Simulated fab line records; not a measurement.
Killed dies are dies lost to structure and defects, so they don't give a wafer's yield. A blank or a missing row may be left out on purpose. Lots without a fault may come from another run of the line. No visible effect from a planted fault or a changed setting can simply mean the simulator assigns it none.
fab line records	flow gf180mcu
[record] lots = 5	wafers = 15	lastDay = 34
route steps=602 shown V4@481
lots with no fault: from the same line, run without faults
startH: hours from the record's first day to the start of the lot's first wafer shown	waitH: hours since the lot's step before	" the same as in the row above	L1.1+2: one row covering several wafers at once	- no value present, or no start provided	* or withheld: withheld	< > ~ a bound
route shown NAME@n: names a module that has steps shown in the file, with the first one's number in the route	usual: mean/standard deviation of fault-free wafers	same: alike in all rows	chamber/n: place in a boat	sites: per-site readings	_std_site: how widely they spread, as a standard deviation	_edge_site: outer sites' mean less inner sites'	radiusMm: for every site, how far away it sits from the centre of the wafer	mask NAME#n: copy n	behind: the tool/chamber that last shaped the wafer	hold: why the lot went on hold/how many hours it stayed there/how the hold came to an end	device: transistor that didn't switch, given as n, p or np	end of line: at the end of the route, the tests of the same wafers	a step with no rows: only its recipe	killed: at the first sort, the dies lost to defects and structure; wafer yield is something else	map: dies across one wafer; x = killed, . = not, _ = none there
set.NAME: the setting that was run; set.NAME@STEP: the one run at that earlier step	model.NAME: the simulator's own value behind a step, which no gauge read
lots at selected steps of the route; one table per step, one row per wafer
services: from which hour (startH, from the record's first day; less than 0 if before it) a tool's chamber was out of use, for how many hours, and why
[[steps]]
[step GF_V4_BOW_MEAS_05]
[recipe] mode = bow
[usual] V4_BOW = 135/7.9
lot.wafer	tool	chamber	startH	waitH	V4_BOW[um]
L074.1	filmMetro-04	-	539.16	0.1	140
L074.4	"	-	"	"	143
L074.6	"	-	"	"	138
L077.3	filmMetro-04	-	574.71	0.1	132
L077.4	"	-	"	"	128
L077.5	"	-	"	"	140
L084.3	filmMetro-03	-	620.72	0.2	127
L084.4	"	-	"	"	140
L084.5	"	-	"	"	126
L090.1	filmMetro-03	-	665.90	0.2	138
L090.2	"	-	"	"	137
L090.5	"	-	"	"	135
L097.1	filmMetro-03	-	713.89	0.1	141
L097.5	"	-	"	"	128
L097.6	"	-	"	"	129
[step GF_V4_DEHYDRATE_06]
[recipe] tempC = 200	timeS = 60
[usual] chillPlateTempC = 22.98/0.11	heaterPowerTotalW = 160.38/0.12
lot.wafer	tool	chamber	startH	waitH	chillPlateTempC	heaterPowerTotalW
L074.1	lithoTrack-01	0	549.42	10.2	22.99	160.34
L074.4	"	0	"	"	22.87	160.22
L074.6	"	0	"	"	22.95	160.18
L077.3	lithoTrack-01	0	584.92	10.2	23.07	160.24
L077.4	"	0	"	"	23.16	160.46
L077.5	"	0	"	"	23.14	160.35
L084.3	lithoTrack-01	0	630.57	9.8	23.02	160.36
L084.4	"	0	"	"	22.84	160.50
L084.5	"	0	"	"	23.05	160.36
L090.1	lithoTrack-02	0	675.35	9.4	23.08	160.37
L090.2	"	0	"	"	23.11	160.41
L090.5	"	0	"	"	23.09	160.20
L097.1	lithoTrack-01	0	722.17	8.3	22.83	160.21
L097.5	"	0	"	"	22.91	160.27
L097.6	"	0	"	"	22.90	160.52
[step GF_V4_HMDS_07]
[recipe] primeTimeS = 60	primeTempC = 120
[usual] chillPlateTempC = 23.02/0.11
lot.wafer	tool	chamber	startH	waitH	chillPlateTempC
L074.1	lithoTrack-01	0	549.57	0.1	23.02
L074.4	"	0	"	"	23.04
L074.6	"	0	"	"	23.09
L077.3	lithoTrack-01	0	585.07	0.1	22.99
L077.4	"	0	"	"	22.99
L077.5	"	0	"	"	22.87
L084.3	lithoTrack-01	0	630.72	0.1	23.01
L084.4	"	0	"	"	23.18
L084.5	"	0	"	"	23.04
L090.1	lithoTrack-02	0	675.50	0.1	23.21
L090.2	"	0	"	"	23.05
L090.5	"	0	"	"	23.05
L097.1	lithoTrack-01	0	722.32	0.1	23.05
L097.5	"	0	"	"	23.08
L097.6	"	0	"	"	23.12
[step GF_V4_COAT_08]
[recipe] resist = BARC	tempC = withheld	timeS = withheld	spinRpm = withheld	resistThkNm = withheld
[usual] chillPlateTempC = *	dispensePressureKPa = 45.3/1.6
lot.wafer	tool	chamber	startH	waitH	chillPlateTempC	dispensePressureKPa
L074.1	lithoTrack-01	0	549.72	0.1	*	44.4
L074.4	"	0	"	"	*	44.4
L074.6	"	0	"	"	*	44.4
L077.3	lithoTrack-01	0	585.22	0.1	*	44.4
L077.4	"	0	"	"	*	44.4
L077.5	"	0	"	"	*	44.4
L084.3	lithoTrack-01	0	630.87	0.1	*	44.4
L084.4	"	0	"	"	*	44.4
L084.5	"	0	"	"	*	44.4
L090.1	lithoTrack-02	0	675.65	0.1	*	47.3
L090.2	"	0	"	"	*	47.3
L090.5	"	0	"	"	*	47.3
L097.1	lithoTrack-01	0	722.47	0.1	*	44.4
L097.5	"	0	"	"	*	44.4
L097.6	"	0	"	"	*	44.4
[step GF_V4_COAT_09]
[recipe] resist = KrF	spinRpm = withheld	resistThkNm = 1000
[usual] chillPlateTempC = 23.01/0.11	dispensePressureKPa = 45.3/1.6
lot.wafer	tool	chamber	startH	waitH	chillPlateTempC	dispensePressureKPa
L074.1	lithoTrack-01	0	-	-	22.90	44.5
L074.4	"	0	"	"	23.01	44.4
L074.6	"	0	"	"	23.02	44.4
L077.3	lithoTrack-01	0	-	-	23.02	44.4
L077.4	"	0	"	"	23.12	44.5
L077.5	"	0	"	"	22.94	44.4
L084.3	lithoTrack-01	0	-	-	22.95	44.4
L084.4	"	0	"	"	23.13	44.4
L084.5	"	0	"	"	23.01	44.4
L090.1	lithoTrack-02	0	-	-	22.95	47.3
L090.2	"	0	"	"	22.97	47.3
L090.5	"	0	"	"	22.92	47.3
L097.1	lithoTrack-01	0	-	-	23.18	44.4
L097.5	"	0	"	"	23.17	44.4
L097.6	"	0	"	"	23.21	44.4
[step GF_V4_SOFTBAKE_10]
[recipe] tempC = 130	timeS = 60	resist = KrF
[usual] chillPlateTempC = 23.00/0.11	heaterPowerTotalW = 93.06/0.059
lot.wafer	tool	chamber	startH	waitH	chillPlateTempC	heaterPowerTotalW
L074.1	lithoTrack-01	0	-	-	22.88	92.96
L074.4	"	0	"	"	23.09	93.08
L074.6	"	0	"	"	22.93	93.18
L077.3	lithoTrack-01	0	-	-	23.07	92.94
L077.4	"	0	"	"	22.88	93.02
L077.5	"	0	"	"	23.10	93.08
L084.3	lithoTrack-01	0	-	-	23.01	93.05
L084.4	"	0	"	"	23.21	93.15
L084.5	"	0	"	"	23.01	93.10
L090.1	lithoTrack-02	0	-	-	22.96	93.08
L090.2	"	0	"	"	22.88	92.98
L090.5	"	0	"	"	22.96	93.04
L097.1	lithoTrack-01	0	-	-	23.14	93.07
L097.5	"	0	"	"	23.11	93.09
L097.6	"	0	"	"	23.33	93.08
[step GF_V4_EXPOSE_11]
[recipe] maskId = Via4	targetCdNm = 260	na = 0.68	sourceShape = conventional	sigmaOuter = 0.6	doseMj = 38
[same] na = 0.68
lot.wafer	tool	chamber	startH	waitH	mask
L074.1+4+6	krfScanner-01	0	-	-	Via4#0
L077.3+4+5	krfScanner-01	0	-	-	Via4#0
L084.3+4+5	krfScanner-02	0	-	-	Via4#0
L090.1+2+5	krfScanner-02	0	-	-	Via4#0
L097.1+5+6	krfScanner-02	0	-	-	Via4#0
[step GF_V4_PEB_12]
[recipe] pebTempC = 135	pebTimeS = 90	resist = KrF
[usual] chillPlateTempC = 23.00/0.11	heaterPowerTotalW = 85.69/0.087
lot.wafer	tool	chamber	startH	waitH	chillPlateTempC	heaterPowerTotalW
L074.1	lithoTrack-01	0	-	-	23.11	85.68
L074.4	"	0	"	"	23.14	85.78
L074.6	"	0	"	"	23.03	85.61
L077.3	lithoTrack-02	0	-	-	23.13	85.67
L077.4	"	0	"	"	23.06	85.87
L077.5	"	0	"	"	23.11	85.74
L084.3	lithoTrack-04	0	-	-	22.94	85.79
L084.4	"	0	"	"	22.96	85.88
L084.5	"	0	"	"	23.10	85.77
L090.1	lithoTrack-02	0	-	-	23.08	85.82
L090.2	"	0	"	"	22.94	85.66
L090.5	"	0	"	"	22.91	85.73
L097.1	lithoTrack-04	0	-	-	22.93	85.70
L097.5	"	0	"	"	23.11	85.52
L097.6	"	0	"	"	23.00	85.80
[step GF_V4_DEVELOP_13]
[recipe] developTimeS = 60	resist = KrF	devTempC = 21
[usual] chillPlateTempC = 22.99/0.095
lot.wafer	tool	chamber	startH	waitH	chillPlateTempC
L074.1	lithoTrack-01	0	560.97	0.2	23.08
L074.4	"	0	"	"	23.08
L074.6	"	0	"	"	23.11
L077.3	lithoTrack-02	0	595.65	0.1	22.78
L077.4	"	0	"	"	22.96
L077.5	"	0	"	"	23.05
L084.3	lithoTrack-04	0	641.01	0.1	23.01
L084.4	"	0	"	"	23.04
L084.5	"	0	"	"	23.10
L090.1	lithoTrack-02	0	684.75	0.2	22.90
L090.2	"	0	"	"	22.85
L090.5	"	0	"	"	23.00
L097.1	lithoTrack-04	0	731.91	0.2	22.84
L097.5	"	0	"	"	23.02
L097.6	"	0	"	"	22.80
[step GF_V4_CD_MEAS_14]
[recipe] targetCdNm = 260
[usual] cdNm = 259.9/1.3
lot.wafer	tool	chamber	startH	waitH	cdNm
L074.1	cdSem-02	-	561.12	0.1	259.2
L074.4	"	-	"	"	259.2
L074.6	"	-	"	"	258.7
L077.3	cdSem-02	-	595.79	0.1	262.3
L077.4	"	-	"	"	261.5
L077.5	"	-	"	"	261.5
L084.3	cdSem-02	-	641.15	0.1	259.9
L084.4	"	-	"	"	261.4
L084.5	"	-	"	"	260.3
L090.1	cdSem-01	-	684.90	0.1	259.8
L090.2	"	-	"	"	260.3
L090.5	"	-	"	"	259.6
L097.1	cdSem-02	-	732.06	0.1	261.5
L097.5	"	-	"	"	261.3
L097.6	"	-	"	"	262.3
[step GF_V4_OVL_MEAS_15]
[usual] V4_OVL = 2/5
lot.wafer	tool	chamber	startH	waitH	V4_OVL[nm]
L074.1	overlay-02	-	561.24	0.1	7
L074.4	"	-	"	"	-3
L074.6	"	-	"	"	-6
L077.3	overlay-01	-	595.88	0.1	-3
L077.4	"	-	"	"	-3
L077.5	"	-	"	"	-1
L084.3	overlay-01	-	641.24	0.1	-3
L084.4	"	-	"	"	-4
L084.5	"	-	"	"	4
L090.1	overlay-01	-	685.02	0.1	12
L090.2	"	-	"	"	0
L090.5	"	-	"	"	9
L097.1	overlay-01	-	732.18	0.1	-2
L097.5	"	-	"	"	-2
L097.6	"	-	"	"	-3
[step GF_V4_ETCH_16]
[recipe] chemistry = N2/H2	targetDepthA = withheld	overetchA = withheld	timeS = withheld	target = BARC	ionEnergyEv = 200	sourceW = 500	biasW = 100	pressureMtorr = 30	n2FlowSccm = 100	h2FlowSccm = 200
[usual] drypumpMotorCurrentA = 5.7/0.34	oesProductAu = 0.856/0.0046	rfFwdPowerW = 495.3/2.1	throttleValvePct = 13.226/0.0089
lot.wafer	tool	chamber	startH	waitH	drypumpMotorCurrentA	oesProductAu	rfFwdPowerW	throttleValvePct
L074.1	rieDiel-02	2	561.28	0.0	5.2	0.855	493.5	13.233
L074.4	"	1	"	"	6.1	0.857	493.3	13.219
L074.6	"	2	"	"	5.2	0.853	492.1	13.225
L077.3	rieDiel-02	3	595.90	0.0	5.5	0.854	496.8	13.231
L077.4	"	1	"	"	6.1	0.857	493.9	13.210
L077.5	"	3	"	"	5.5	0.852	495.7	13.237
L084.3	rieDiel-04	2	641.26	0.0	5.2	0.862	495.1	13.212
L084.4	"	3	"	"	5.6	0.860	496.6	13.225
L084.5	"	2	"	"	5.2	0.861	496.0	13.214
L090.1	rieDiel-02	1	685.05	0.0	6.1	0.852	494.8	13.229
L090.2	"	2	"	"	5.2	0.859	493.4	13.221
L090.5	"	2	"	"	5.2	0.849	491.0	13.232
L097.1	rieDiel-02	0	732.21	0.0	5.9	0.857	496.3	13.231
L097.5	"	2	"	"	5.2	0.854	490.6	13.231
L097.6	"	1	"	"	6.1	0.853	493.6	13.244
[step GF_V4_ETCH_17]
[recipe] chemistry = C4F8/O2/Ar	maskMaterial = KrF	target = SiO2	stopOn = TiN	sourceW = 1500	biasW = 1200	pressureMtorr = 40	c4f8FlowSccm = withheld	O2_flow_sccm = 6	Ar_flow_sccm = 300	timeS = withheld	targetDepthA = 6300
[usual] oesProductAu = 0.856/0.0047	rfFwdPowerW = 1493/5.8
lot.wafer	tool	chamber	startH	waitH	oesProductAu	rfFwdPowerW
L074.1	rieDiel-02	2	-	-	0.860	1489
L074.4	"	1	"	"	0.855	1492
L074.6	"	2	"	"	0.858	1484
L077.3	rieDiel-02	3	-	-	0.860	1498
L077.4	"	1	"	"	0.853	1493
L077.5	"	3	"	"	0.863	1492
L084.3	rieDiel-04	2	-	-	0.861	1500
L084.4	"	3	"	"	0.859	1498
L084.5	"	2	"	"	0.853	1501
L090.1	rieDiel-02	1	-	-	0.856	1490
L090.2	"	2	"	"	0.856	1490
L090.5	"	2	"	"	0.851	1488
L097.1	rieDiel-02	0	-	-	0.855	1491
L097.5	"	2	"	"	0.853	1483
L097.6	"	1	"	"	0.852	1496
[step GF_V4_STRIP_18]
[recipe] chemistry = O2/N2	powerW = 1400	pressureMtorr = 1500	platenTempC = 250	o2FlowSccm = 3000	n2FlowSccm = 300	overashFraction = 0.5
[usual] drypumpMotorCurrentA = 5.3/0.39	heaterPowerW = 323/18	oesProductAu = 0.593/0.0046
lot.wafer	tool	chamber	startH	waitH	drypumpMotorCurrentA	heaterPowerW	oesProductAu	rfHoursCounterH
L074.1	plasmaAsher-04	0	561.41	-	5.5	320	0.595	89
L074.4	"	0	"	"	5.5	322	0.593	-
L074.6	"	1	"	"	4.8	313	0.592	-
L077.3	plasmaAsher-04	1	596.07	-	4.8	304	0.596	-
L077.4	"	0	"	"	5.5	321	0.594	-
L077.5	"	1	"	"	4.8	301	0.600	-
L084.3	plasmaAsher-04	0	641.43	-	5.5	318	0.599	-
L084.4	"	1	"	"	4.8	312	0.595	-
L084.5	"	0	"	"	5.6	317	0.591	-
L090.1	plasmaAsher-04	1	685.18	-	4.8	308	0.600	103
L090.2	"	0	"	"	5.5	325	0.595	103
L090.5	"	0	"	"	5.6	321	0.600	-
L097.1	plasmaAsher-02	1	732.34	-	6.0	318	0.589	66
L097.5	"	0	"	"	5.4	319	0.595	-
L097.6	"	1	"	"	6.0	314	0.603	-
[[services]]
tool	chamber	startH	hours	kind
rieDiel-02	0	534.17	7.3	repair
krfScanner-02	-	539.23	0.4	repair
plasmaAsher-02	-	540.48	2.8	pm
krfScanner-02	-	551.14	1.6	repair
rieDiel-04	0	551.32	2.2	repair
krfScanner-02	-	560.70	0.3	repair
rieDiel-04	0	580.95	-	clean
rieDiel-04	0	580.95	12.2	scheduledDown
rieDiel-04	0	580.95	12.2	ventCycle
krfScanner-01	-	589.22	1.3	pm
rieDiel-04	1	593.17	-	clean
rieDiel-04	1	593.17	22.4	scheduledDown
rieDiel-04	1	593.17	22.4	ventCycle
krfScanner-02	-	596.39	0.3	repair
rieDiel-04	-	618.66	2.8	pm
krfScanner-02	-	621.54	1.0	pm
krfScanner-02	-	623.83	0.8	pm
krfScanner-02	0	643.80	-	calibration
krfScanner-01	-	645.26	2.7	repair
krfScanner-02	-	649.17	1.3	pm
krfScanner-02	-	650.47	3.6	pm
plasmaAsher-02	-	654.20	14.6	pm
krfScanner-01	-	657.91	1.0	pm
rieDiel-04	1	717.12	6.2	repair
[[key]]
fault none
